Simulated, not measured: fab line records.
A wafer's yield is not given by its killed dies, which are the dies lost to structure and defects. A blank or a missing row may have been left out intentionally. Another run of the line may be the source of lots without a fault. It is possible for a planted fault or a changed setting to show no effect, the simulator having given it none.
Struck lot and sound lot, side by side | flow sky130 | 15 steps out of a route of 708
Sound: wafers L716.1, L716.5, L716.6. Wafers L727.2, L727.6 were the ones struck. The cause is given at the end.
Order at every step that has rows: each side's tool, ch and its chambers, its first start. Under that, the readings that differ: sound wafers | struck wafers | difference of the means | sigmas: that difference in standard deviations of wafers without a fault.
alike: readings with means less than 2 such deviations apart, plus words and numbers identical on both sides. not compared: withheld readings, readings lacking a value on some wafer, bounds such as >300 that could conceal the same value, and numbers that have no deviation in the record and whose values overlap.
A row with sigmas, a row that says differs or no value, or rows on one side alone: a step with any of these is where the two part. Numbers that have no deviation but don't overlap get no sigmas and don't part them. A reading missing from all wafers of one side parts the sides only when that side holds two or more wafers.

first, 3 steps without rows for these wafers: SKY_METAL2_EXPOSE_12 (exposes mask MM2, target cd 140 nm); SKY_METAL2_PEB_13; SKY_METAL2_DEVELOP_14 (develop time 60 s).
SKY_METAL2_CD_MEAS_15: target cd 140 nm.
  sound on cd-sem-02 at day 36 03:59; struck on cd-sem-01 at day 39 12:56
  alike: cd-nm
SKY_METAL2_OVL_MEAS_16:
  sound on overlay-01 at day 36 04:07; struck on overlay-01 at day 39 13:02
  alike: METAL2_OVL
SKY_METAL2_DESCUM_17: chemistry O2, time 8 s.
  sound on rie-metal-04 ch 0,1, day 36 04:09; struck on rie-metal-04 ch 0,1, day 39 13:04
  alike: drypump-motor-current-A, oes-product-au
  not compared: rf-hours-counter-h
SKY_METAL2_ETCH_18: etches BARC in N2/H2, stops on SiO2, time 45.9 s, target depth 60 nm.
  sound on rie-metal-04 ch 0,1, day 36 04:11; struck on rie-metal-04 ch 0,1, day 39 13:06
  alike: drypump-motor-current-A, h2-flow-sccm, oes-product-au, throttle-valve-pct
  not compared: rf-hours-counter-h
SKY_METAL2_METAL_ETCH_19: etches the open film in Cl2/BCl3, stops on SiO2, target depth 360 nm, time 78 s.
  sound on rie-metal-04 ch 0,1, day 36 04:14; struck on rie-metal-04 ch 0,1, day 39 13:10
  alike: drypump-motor-current-A, oes-product-au, throttle-valve-pct
  not compared: rf-hours-counter-h
SKY_METAL2_STRIP_20: strips in O2/N2.
  sound on plasma-asher-02 ch 0,1, day 36 04:20; struck on plasma-asher-03 ch 0,1, day 39 13:16
  alike: drypump-motor-current-A, oes-product-au, strip-time-to-endpoint-s
  not compared: rf-hours-counter-h
then, 3 steps without rows for these wafers: SKY_METAL2_STRIP_21 (strips in post etch residue remover, time 1200 s); SKY_METAL2_CLEAN_22 (cleans in IPA, time 180 s); SKY_METAL2_CLEAN_23 (cleans in O3/DIW).
SKY_VIA2_HDPCVD_00: deposits SiO2, target thk 1180 nm, time 196.7 s.
  sound on hdpcvd-01 ch 1,2, day 36 05:01; struck on hdpcvd-02 ch 0,1, day 39 13:51
  reading                                  | sound             | struck      | difference | sigmas
  run-length-s (s)                         | 224.9 224.0 224.4 | 180.7 179.2 | -44.5      | -73
  model.SiO2_of_VIA2_HDPCVD_00.thk-nm (nm) | 1174 1187 1209    | 899.2 919.2 | -280.8     |
  alike: pressure-mtorr
SKY_VIA2_THK_MEAS_01:
  sound on film-metro-01 at day 36 05:08; struck on film-metro-03 at day 39 14:13
  reading              | sound          | struck  | difference | sigmas
  VIA2_HDPCVD_THK (nm) | 1174 1189 1210 | 900 920 | -281       | -22
  not compared: hold
SKY_VIA2_CMP_02: polishes SiO2.
  sound on cmp-01 ch 1,2,3, day 36 05:19; struck on cmp-01 ch 3, day 39 22:46
  reading | sound | struck                                            | difference                   | sigmas
  hold    | - - - | await-dispo/7.9h/release await-dispo/7.9h/release | no value on the sound wafers |
  alike: motor-current-A

## WHERE THEY PART
Earliest at SKY_VIA2_HDPCVD_00; latest, in this record, at SKY_VIA2_CMP_02.

WHY: the cause the simulator had injected
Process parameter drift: hdpcvd-02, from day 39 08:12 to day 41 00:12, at SKY_VIA2_HDPCVD_00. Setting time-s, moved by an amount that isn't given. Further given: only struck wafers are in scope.
